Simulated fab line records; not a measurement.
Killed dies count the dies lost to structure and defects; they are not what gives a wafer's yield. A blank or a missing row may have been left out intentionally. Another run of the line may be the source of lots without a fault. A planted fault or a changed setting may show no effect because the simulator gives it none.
A struck lot beside a sound one / flow gf180mcu / 16 steps out of a route of 602
Sound: the wafers L135.1, L135.3, L135.4. Struck: wafer L139.5 (left out: L139.2, L139.3 of the same lot, which were not struck); the cause appears at the end.
Order at every step that has rows: each side's tool, ch and its chambers, its first start. Under that, the readings that differ: sound wafers / struck wafers / difference of the means / sigmas: that difference in standard deviations of wafers without a fault.
alike: words and numbers the same on both sides, and readings whose means are apart by under 2 such deviations; not compared: readings that were withheld, readings missing a value for some wafer, numbers with overlapping values and no deviation given by the record, and bounds like >300 which may hide the same value.
A row with sigmas, a row that says differs or no value, or rows on one side alone: a step with any of these is where the two part. Numbers that don't overlap but have no deviation are shown without sigmas and don't part them. A reading missing from all wafers of one side parts the sides only when that side holds two or more wafers.

first, 5 steps without rows for these wafers: GF_M5_COAT_02 (resist thk 1000 nm); GF_M5_SOFTBAKE_03 (time 60 s); GF_M5_EXPOSE_04 (exposes mask Metal5, target cd 280 nm); GF_M5_PEB_05 (peb time 90 s); GF_M5_DEVELOP_06 (develop time 60 s).
GF_M5_CD_MEAS_07: the cd target is 280 nm.
  struck on cd sem-02, day 28 20:13; sound on cd sem-01, day 27 06:27
  alike: cd nm
GF_M5_OVL_MEAS_08:
  struck on overlay-01, day 28 20:19; sound on overlay-02, day 27 06:34
  alike: M5_OVL
GF_M5_ETCH_09: etches Si3N4 in CF4/O2, target depth 52 nm, time 11.6 s.
  sound on rie diel-04 ch 0,2,3, day 27 06:37; struck on rie diel-04 ch 0, day 28 20:21
  alike: bias w, drypump motor current A, oes product au, throttle valve pct
  not compared: rf hours counter h
GF_M5_METAL_ETCH_10: etches the open film in Cl2/BCl3, stops on SiO2, target depth 750.8 nm, time 125.1 s.
  sound on rie metal-03 ch 0, day 27 06:38; struck on rie metal-03 ch 0, day 28 20:22
  alike: bias w, drypump motor current A, oes product au, throttle valve pct
  not compared: rf hours counter h
GF_M5_STRIP_11: strips in O2/N2.
  sound on plasma asher-02 ch 0,1, day 27 06:53; struck on plasma asher-01 ch 0, day 28 20:30
  alike: drypump motor current A, heater power w, oes product au, strip time to endpoint s
  not compared: rf hours counter h
then, 2 steps without rows for these wafers: GF_M5_STRIP_12 (strips in post etch residue remover, time 1200 s); GF_M5_CLEAN_13 (cleans in DIW).
GF_V5_CVD_00: deposits SiO2, target thk 300 nm, time 50 s.
  sound on hdpcvd-01 ch 0,2, day 27 07:25; struck on hdpcvd-01 ch 1, day 28 21:04
reading=sih4 flow sccm (sccm); sound=59.82 60.35 60.60; struck=71.57; difference=+11.31; sigmas=+57
reading=model.SiO2_of_V5_CVD_00.thk nm (nm); sound=300.5 297 298.4; struck=360.5; difference=+61.9; sigmas=
GF_V5_THK_MEAS_01:
  struck on film metro-01, day 28 21:07; sound on film metro-04, day 27 07:28
reading=V5_CVD_00_THK (nm); sound=300.6 297.0 298.5; struck=360.5; difference=+61.8; sigmas=+24
GF_V5_CVD_02: deposits SiO2 from TEOS, target thk 1450 nm, time 163.28 s.
  sound on pecvd-04 ch 1,2, day 27 07:32; struck on pecvd-03 ch 0, day 28 21:10
  alike: heater power w
then, 1 step without rows for these wafers: GF_PASSIVATION_PROBE_99.

WHERE THEY PART
First at GF_V5_CVD_00; last, within this record, at GF_V5_THK_MEAS_01. Later steps at which nothing parts them and some readings are alike: GF_V5_CVD_02.

WHY: whatever the simulator had introduced
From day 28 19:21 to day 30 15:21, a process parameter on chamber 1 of hdpcvd-01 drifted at GF_V5_CVD_00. From 60, the setting sih4 flow sccm moved by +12. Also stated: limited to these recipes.
